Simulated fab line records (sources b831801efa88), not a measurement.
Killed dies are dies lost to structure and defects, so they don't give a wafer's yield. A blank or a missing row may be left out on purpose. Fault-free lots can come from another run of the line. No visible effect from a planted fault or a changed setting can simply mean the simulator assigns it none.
fab line records | flow gf180mcu
[record] lots = 14 | wafers = 42 | lastDay = 34
route steps=602 shown V4@499 MIM@504
lots that met no fault: from a run of the same line without faults
startH: hours from the record's opening day to when the first of the lot's shown wafers began | waitH: hours since the lot's step before | " the same as in the row above | L1.1+2: one row covering several wafers at once | - no value, or no start was given | * or withheld: withheld | < > ~ a bound
route shown NAME@n: a module of which the file shows steps, and the number in the route of the first | usual: the fault-free wafers' mean and standard deviation | same: alike in all rows | chamber/n: place in a boat | sites: the reading at each site | _std_site: standard deviation across them | _edge_site: mean of outer sites minus mean of inner sites | radiusMm: how far each site lies from the wafer's centre | mask NAME#n: copy n | behind: the most recent tool/chamber to have shaped the wafer | hold: the reason the lot was held/the length of the hold in hours/how it ended | device: the transistor (n, p or np) that didn't switch | end of line: at the end of the route, the tests of the same wafers | a step without rows: its recipe alone | killed: count of dies lost to structure and defects at first sort (not the wafer's yield) | map: a wafer's dies, x killed, . not, _ none there
set.NAME: the setting the step ran with; set.NAME@STEP: the setting that earlier step ran with | model.NAME: the simulator's own value behind a step, which no gauge read
route steps across a sampled set of lots; one table per step, one row per wafer
services: the hour from which a tool's chamber was out of use, counted from the record's first day as startH (under 0 if before that day), plus the number of hours and why
[[steps]]
[step GF_V4_CVD_23]
[recipe] material = W | targetThkNm = 350 | timeS = 104.9 | tempC = 400 | pressureTorr = 40
[usual] heaterPowerW = 806/62
lot.wafer | tool    | chamber | startH | waitH | heaterPowerW
L421.3    | cvdW-01 | 0       | 562.87 | 0.1   | 760
L421.4    | "       | 1       | "      | "     | 782
L421.5    | "       | 1       | "      | "     | 803
L425.3    | cvdW-01 | 1       | 609.18 | 0.1   | 794
L425.4    | "       | 0       | "      | "     | 743
L425.5    | "       | 1       | "      | "     | 786
L426.2    | cvdW-01 | 0       | 623.23 | 0.0   | 755
L426.5    | "       | 1       | "      | "     | 791
L426.6    | "       | 0       | "      | "     | 748
L427.2    | cvdW-01 | 1       | 628.55 | 0.0   | 801
L427.3    | "       | 1       | "      | "     | 786
L427.6    | "       | 0       | "      | "     | 757
L428.2    | cvdW-02 | 0       | 629.99 | 0.0   | 933
L428.3    | "       | 1       | "      | "     | 783
L428.6    | "       | 0       | "      | "     | 941
L429.2    | cvdW-02 | 0       | 638.07 | 0.0   | 908
L429.5    | "       | 1       | "      | "     | 774
L429.6    | "       | 0       | "      | "     | 930
L430.1    | cvdW-01 | 0       | 644.16 | 0.0   | 732
L430.3    | "       | 1       | "      | "     | 804
L430.6    | "       | 0       | "      | "     | 752
L435.2    | cvdW-01 | 0       | 679.87 | 0.0   | 773
L435.4    | "       | 0       | "      | "     | 741
L435.5    | "       | 0       | "      | "     | 745
L438.1    | cvdW-02 | 1       | 696.39 | 0.0   | 778
L438.5    | "       | 1       | "      | "     | 784
L438.6    | "       | 0       | "      | "     | 924
L440.1    | cvdW-02 | 0       | 710.67 | 0.0   | 921
L440.2    | "       | 1       | "      | "     | 803
L440.6    | "       | 0       | "      | "     | 921
L441.1    | cvdW-02 | 1       | 716.41 | 0.0   | 789
L441.4    | "       | 1       | "      | "     | 809
L441.5    | "       | 0       | "      | "     | 922
L442.2    | cvdW-02 | 0       | 726.62 | 0.0   | 910
L442.3    | "       | 1       | "      | "     | 795
L442.4    | "       | 0       | "      | "     | 949
L443.2    | cvdW-02 | 1       | 729.22 | 0.0   | 780
L443.4    | "       | 1       | "      | "     | 789
L443.5    | "       | 1       | "      | "     | 779
L444.1    | cvdW-02 | 0       | 736.04 | 0.0   | 907
L444.2    | "       | 1       | "      | "     | 776
L444.3    | "       | 0       | "      | "     | 900
[step GF_MIM_SPUTTER_01]
[recipe] material = TiN | targetThkNm = 30 | powerW = 6500 | timeS = 25 | chamberPressurePa = 0.4
[usual] chamberPressurePa = 0.3999/0.00075 | throttleValvePct = 29.5/1.1
lot.wafer | tool          | chamber | startH | waitH | chamberPressurePa | throttleValvePct
L421.3    | pvdSputter-02 | -       | 563.52 | 0.1   | 0.3997            | 31.0
L421.4    | "             | -       | "      | "     | 0.4008            | 27.8
L421.5    | "             | -       | "      | "     | 0.4003            | 30.8
L425.3    | pvdSputter-02 | -       | 609.84 | 0.1   | 0.4001            | 27.7
L425.4    | "             | -       | "      | "     | 0.3993            | 30.9
L425.5    | "             | -       | "      | "     | 0.4001            | 29.3
L426.2    | pvdSputter-04 | -       | 623.92 | 0.1   | 0.3996            | 27.5
L426.5    | "             | -       | "      | "     | 0.3996            | 28.4
L426.6    | "             | -       | "      | "     | 0.4007            | 30.8
L427.2    | pvdSputter-01 | -       | 629.25 | 0.1   | 0.3998            | 30.3
L427.3    | "             | -       | "      | "     | 0.4011            | 30.3
L427.6    | "             | -       | "      | "     | 0.4004            | 30.3
L428.2    | pvdSputter-02 | -       | 630.68 | 0.1   | 0.4000            | 28.7
L428.3    | "             | -       | "      | "     | 0.3986            | 29.3
L428.6    | "             | -       | "      | "     | 0.4006            | 28.1
L429.2    | pvdSputter-02 | -       | 638.78 | 0.1   | 0.3997            | 28.1
L429.5    | "             | -       | "      | "     | 0.3992            | 28.0
L429.6    | "             | -       | "      | "     | 0.3997            | 29.2
L430.1    | pvdSputter-01 | -       | 644.98 | 0.1   | 0.3989            | 30.1
L430.3    | "             | -       | "      | "     | 0.4014            | 30.4
L430.6    | "             | -       | "      | "     | 0.4005            | 30.3
L435.2    | pvdSputter-02 | -       | 680.56 | 0.1   | 0.4004            | 30.8
L435.4    | "             | -       | "      | "     | 0.4010            | 29.4
L435.5    | "             | -       | "      | "     | 0.4004            | 28.9
L438.1    | pvdSputter-02 | -       | 697.08 | 0.1   | 0.4003            | 27.8
L438.5    | "             | -       | "      | "     | 0.3995            | 28.8
L438.6    | "             | -       | "      | "     | 0.3998            | 29.1
L440.1    | pvdSputter-04 | -       | 711.36 | 0.1   | 0.4000            | 28.4
L440.2    | "             | -       | "      | "     | 0.3994            | 31.1
L440.6    | "             | -       | "      | "     | 0.4004            | 30.8
L441.1    | pvdSputter-02 | -       | 717.10 | 0.1   | 0.3989            | 28.1
L441.4    | "             | -       | "      | "     | 0.3993            | 31.0
L441.5    | "             | -       | "      | "     | 0.3997            | 29.2
L442.2    | pvdSputter-01 | -       | 727.39 | 0.1   | 0.3999            | 30.1
L442.3    | "             | -       | "      | "     | 0.3982            | 30.5
L442.4    | "             | -       | "      | "     | 0.3994            | 30.4
L443.2    | pvdSputter-01 | -       | 729.91 | 0.1   | 0.3998            | 30.1
L443.4    | "             | -       | "      | "     | 0.4003            | 30.6
L443.5    | "             | -       | "      | "     | 0.4008            | 30.4
L444.1    | pvdSputter-01 | -       | 736.74 | 0.1   | 0.3993            | 30.5
L444.2    | "             | -       | "      | "     | 0.4005            | 30.3
L444.3    | "             | -       | "      | "     | 0.4007            | 30.3
[step GF_MIM_SPUTTER_02]
[recipe] material = AlCu | targetThkNm = 450 | powerW = 10600 | timeS = 23.9 | chamberPressurePa = 0.4
[usual] chamberPressurePa = 0.4000/0.00079 | throttleValvePct = 29.5/1.1
lot.wafer | tool          | chamber | startH | waitH | chamberPressurePa | throttleValvePct
L421.3    | pvdSputter-02 | -       | 563.55 | 0.0   | 0.3998            | 31.0
L421.4    | "             | -       | "      | "     | 0.3996            | 28.0
L421.5    | "             | -       | "      | "     | 0.3998            | 31.2
L425.3    | pvdSputter-02 | -       | 609.87 | 0.0   | 0.3992            | 28.1
L425.4    | "             | -       | "      | "     | 0.4007            | 31.1
L425.5    | "             | -       | "      | "     | 0.4004            | 29.5
L426.2    | pvdSputter-04 | -       | 623.95 | 0.0   | 0.4001            | 27.5
L426.5    | "             | -       | "      | "     | 0.4000            | 28.7
L426.6    | "             | -       | "      | "     | 0.4000            | 30.9
L427.2    | pvdSputter-01 | -       | 629.28 | 0.0   | 0.3986            | 30.1
L427.3    | "             | -       | "      | "     | 0.4028            | 30.3
L427.6    | "             | -       | "      | "     | 0.3992            | 30.5
L428.2    | pvdSputter-02 | -       | 630.71 | 0.0   | 0.3996            | 28.8
L428.3    | "             | -       | "      | "     | 0.3984            | 29.4
L428.6    | "             | -       | "      | "     | 0.4001            | 27.6
L429.2    | pvdSputter-02 | -       | 638.81 | 0.0   | 0.4004            | 27.9
L429.5    | "             | -       | "      | "     | 0.4013            | 28.2
L429.6    | "             | -       | "      | "     | 0.4002            | 29.0
L430.1    | pvdSputter-01 | -       | 645.01 | 0.0   | 0.3997            | 30.0
L430.3    | "             | -       | "      | "     | 0.3996            | 30.6
L430.6    | "             | -       | "      | "     | 0.4004            | 30.2
L435.2    | pvdSputter-02 | -       | 680.59 | 0.0   | 0.4005            | 30.8
L435.4    | "             | -       | "      | "     | 0.3988            | 29.2
L435.5    | "             | -       | "      | "     | 0.4000            | 28.7
L438.1    | pvdSputter-02 | -       | 697.11 | 0.0   | 0.4010            | 27.8
L438.5    | "             | -       | "      | "     | 0.4001            | 28.8
L438.6    | "             | -       | "      | "     | 0.3999            | 29.4
L440.1    | pvdSputter-04 | -       | 711.39 | 0.0   | 0.3998            | 28.6
L440.2    | "             | -       | "      | "     | 0.4005            | 30.8
L440.6    | "             | -       | "      | "     | 0.3996            | 30.7
L441.1    | pvdSputter-02 | -       | 717.13 | 0.0   | 0.3995            | 27.9
L441.4    | "             | -       | "      | "     | 0.4001            | 31.0
L441.5    | "             | -       | "      | "     | 0.4004            | 29.4
L442.2    | pvdSputter-01 | -       | 727.42 | 0.0   | 0.3992            | 30.0
L442.3    | "             | -       | "      | "     | 0.4002            | 30.5
L442.4    | "             | -       | "      | "     | 0.4000            | 30.1
L443.2    | pvdSputter-01 | -       | 729.94 | 0.0   | 0.4016            | 30.0
L443.4    | "             | -       | "      | "     | 0.4005            | 30.3
L443.5    | "             | -       | "      | "     | 0.4010            | 30.4
L444.1    | pvdSputter-01 | -       | 736.77 | 0.0   | 0.4012            | 30.3
L444.2    | "             | -       | "      | "     | 0.3995            | 30.4
L444.3    | "             | -       | "      | "     | 0.3997            | 30.3
[step GF_MIM_CVD_05]
[recipe] material = Si3N4 | targetThkNm = 42 | tempMaxC = 400 | tempC = 385 | timeS = 29.086 | rfW = 450
[usual] heaterPowerW = 669/67
lot.wafer | tool     | chamber | startH | waitH | heaterPowerW
L421.3    | pecvd-01 | 2       | 563.64 | 0.0   | 625
L421.4    | "        | 0       | "      | "     | 640
L421.5    | "        | 1       | "      | "     | 662
L425.3    | pecvd-02 | 0       | 609.96 | 0.0   | 603
L425.4    | "        | 1       | "      | "     | 788
L425.5    | "        | 0       | "      | "     | 621
L426.2    | pecvd-02 | 1       | 624.04 | 0.0   | 794
L426.5    | "        | 1       | "      | "     | 814
L426.6    | "        | 0       | "      | "     | 710
L427.2    | pecvd-02 | 1       | 629.37 | 0.0   | 772
L427.3    | "        | 0       | "      | "     | 701
L427.6    | "        | 2       | "      | "     | 643
L428.2    | pecvd-03 | 1       | 630.80 | 0.0   | 773
L428.3    | "        | 2       | "      | "     | 777
L428.6    | "        | 2       | "      | "     | 762
L429.2    | pecvd-02 | 1       | 638.90 | 0.0   | 687
L429.5    | "        | 0       | "      | "     | 644
L429.6    | "        | 2       | "      | "     | 641
L430.1    | pecvd-02 | 2       | 645.10 | 0.0   | 688
L430.3    | "        | 1       | "      | "     | 686
L430.6    | "        | 0       | "      | "     | 732
L430.1    | pecvd-02 | 2       | 645.30 | 0.2   | 701
L430.3    | "        | 1       | "      | "     | 663
L430.6    | "        | 0       | "      | "     | 722
L435.2    | pecvd-03 | 2       | 680.68 | 0.0   | 786
L435.4    | "        | 0       | "      | "     | 578
L435.5    | "        | 1       | "      | "     | 747
L435.2    | pecvd-03 | 2       | 680.88 | 0.2   | 769
L435.4    | "        | 0       | "      | "     | 581
L435.5    | "        | 1       | "      | "     | 742
L438.1    | pecvd-01 | 0       | 697.20 | 0.0   | 554
L438.5    | "        | 1       | "      | "     | 564
L438.6    | "        | 2       | "      | "     | 630
L440.1    | pecvd-01 | 2       | 711.48 | 0.0   | 530
L440.2    | "        | 0       | "      | "     | 591
L440.6    | "        | 2       | "      | "     | 549
L441.1    | pecvd-01 | 0       | 717.22 | 0.0   | 657
L441.4    | "        | 2       | "      | "     | 579
L441.5    | "        | 0       | "      | "     | 643
L442.2    | pecvd-03 | 0       | 727.51 | 0.0   | 609
L442.3    | "        | 2       | "      | "     | 674
L442.4    | "        | 1       | "      | "     | 751
L443.2    | pecvd-01 | 2       | 730.03 | 0.0   | 630
L443.4    | "        | 1       | "      | "     | 621
L443.5    | "        | 0       | "      | "     | 610
L444.1    | pecvd-01 | 0       | 736.86 | 0.0   | 664
L444.2    | "        | 1       | "      | "     | 688
L444.3    | "        | 2       | "      | "     | 666
[step GF_MIM_THK_MEAS_06]
[recipe] reads = Si3N4_of_MIM_CVD_05
[usual] MIM_CVD_05_THK = 42.1/0.55
lot.wafer | tool         | chamber | startH | waitH | MIM_CVD_05_THK[nm]
L421.3    | filmMetro-02 | -       | 563.70 | 0.0   | 42.2
L421.4    | "            | -       | "      | "     | 43.1
L421.5    | "            | -       | "      | "     | 42.6
L425.3    | filmMetro-02 | -       | 610.01 | 0.0   | 41.8
L425.4    | "            | -       | "      | "     | 41.8
L425.5    | "            | -       | "      | "     | 42.3
L426.2    | filmMetro-02 | -       | 624.09 | 0.0   | 41.7
L426.5    | "            | -       | "      | "     | 43.1
L426.6    | "            | -       | "      | "     | 42.2
L427.2    | filmMetro-02 | -       | 629.41 | 0.0   | 41.8
L427.3    | "            | -       | "      | "     | 41.8
L427.6    | "            | -       | "      | "     | 41.8
L428.2    | filmMetro-02 | -       | 630.86 | 0.0   | 40.8
L428.3    | "            | -       | "      | "     | 40.9
L428.6    | "            | -       | "      | "     | 41.2
L429.2    | filmMetro-04 | -       | 638.94 | 0.0   | 41.4
L429.5    | "            | -       | "      | "     | 42.2
L429.6    | "            | -       | "      | "     | 41.9
L430.1    | filmMetro-04 | -       | 645.33 | 0.0   | 84.2
L430.3    | "            | -       | "      | "     | 83.8
L430.6    | "            | -       | "      | "     | 85.3
L430.1    | filmMetro-04 | -       | 645.63 | 0.3   | 84.2
L430.3    | "            | -       | "      | "     | 83.9
L430.6    | "            | -       | "      | "     | 85.3
L435.2    | filmMetro-03 | -       | 680.92 | 0.0   | 84.1
L435.4    | "            | -       | "      | "     | 84.9
L435.5    | "            | -       | "      | "     | 85.7
L435.2    | filmMetro-03 | -       | 681.26 | 0.3   | 84.1
L435.4    | "            | -       | "      | "     | 85.0
L435.5    | "            | -       | "      | "     | 85.7
L438.1    | filmMetro-02 | -       | 697.23 | 0.0   | 42.2
L438.5    | "            | -       | "      | "     | 42.2
L438.6    | "            | -       | "      | "     | 42.5
L440.1    | filmMetro-02 | -       | 711.51 | 0.0   | 41.1
L440.2    | "            | -       | "      | "     | 41.7
L440.6    | "            | -       | "      | "     | 42.1
L441.1    | filmMetro-03 | -       | 717.26 | 0.0   | 42.1
L441.4    | "            | -       | "      | "     | 42.5
L441.5    | "            | -       | "      | "     | 42.4
L442.2    | filmMetro-03 | -       | 727.56 | 0.0   | 42.2
L442.3    | "            | -       | "      | "     | 42.0
L442.4    | "            | -       | "      | "     | 42.4
L443.2    | filmMetro-03 | -       | 730.07 | 0.0   | 42.1
L443.4    | "            | -       | "      | "     | 42.8
L443.5    | "            | -       | "      | "     | 43.1
L444.1    | filmMetro-03 | -       | 736.89 | 0.0   | 41.8
L444.2    | "            | -       | "      | "     | 41.7
L444.3    | "            | -       | "      | "     | 42.5
[[services]]
tool          | chamber | startH | hours | kind
cvdW-02       | -       | 547.30 | 0.9   | repair
pvdSputter-01 | -       | 553.80 | 2.2   | repair
cvdW-02       | -       | 564.74 | 0.7   | repair
pecvd-02      | 0       | 567.77 | 4.5   | repair
cvdW-01       | 0       | 601.41 | 3.9   | repair
pecvd-01      | 1       | 604.15 | 22.6  | repair
pvdSputter-01 | -       | 605.67 | 3.7   | repair
pvdSputter-02 | 3       | 620.79 | -     | consumableReplace:kit
pvdSputter-02 | 3       | 620.79 | 18.0  | scheduledDown
pvdSputter-02 | 3       | 620.79 | 18.0  | ventCycle
pecvd-01      | 2       | 652.68 | 12.5  | repair
pvdSputter-04 | 0       | 661.51 | -     | consumableReplace:kit
pvdSputter-04 | 0       | 661.51 | 18.0  | scheduledDown
pvdSputter-04 | 0       | 661.51 | 18.0  | ventCycle
cvdW-02       | -       | 676.93 | 1.5   | repair
pecvd-02      | -       | 711.84 | 0.3   | repair
pvdSputter-01 | -       | 718.92 | 3.7   | repair
pecvd-02      | -       | 720.58 | 2.8   | pm
[[key]]
[firstSign] step = GF_MIM_CVD_05 | reading = visit | direction = added
[effect] step = GF_MIM_THK_MEAS_06 | reading = visit | direction = added
[effect] step = GF_MIM_THK_MEAS_06 | reading = MIM_CVD_05_THK | direction = up | sigmas = 78 | usual = 42.1 | struck = 84.7
metAt GF_MIM_CVD_05
struckLots L430,L435
scrappedBehind GF_MIM_THK_MEAS_06 L430.1,L430.3,L430.6,L435.2,L435.4,L435.5
notActingAt GF_V4_CVD_23,GF_MIM_SPUTTER_01,GF_MIM_SPUTTER_02
[fault] kind = repeatedStepWhole | tool = pecvd-01,pecvd-02,pecvd-03 | chamber = - | onsetH = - | steps = GF_MIM_CVD_05 | times = 1 | scope = struckLotsOnly
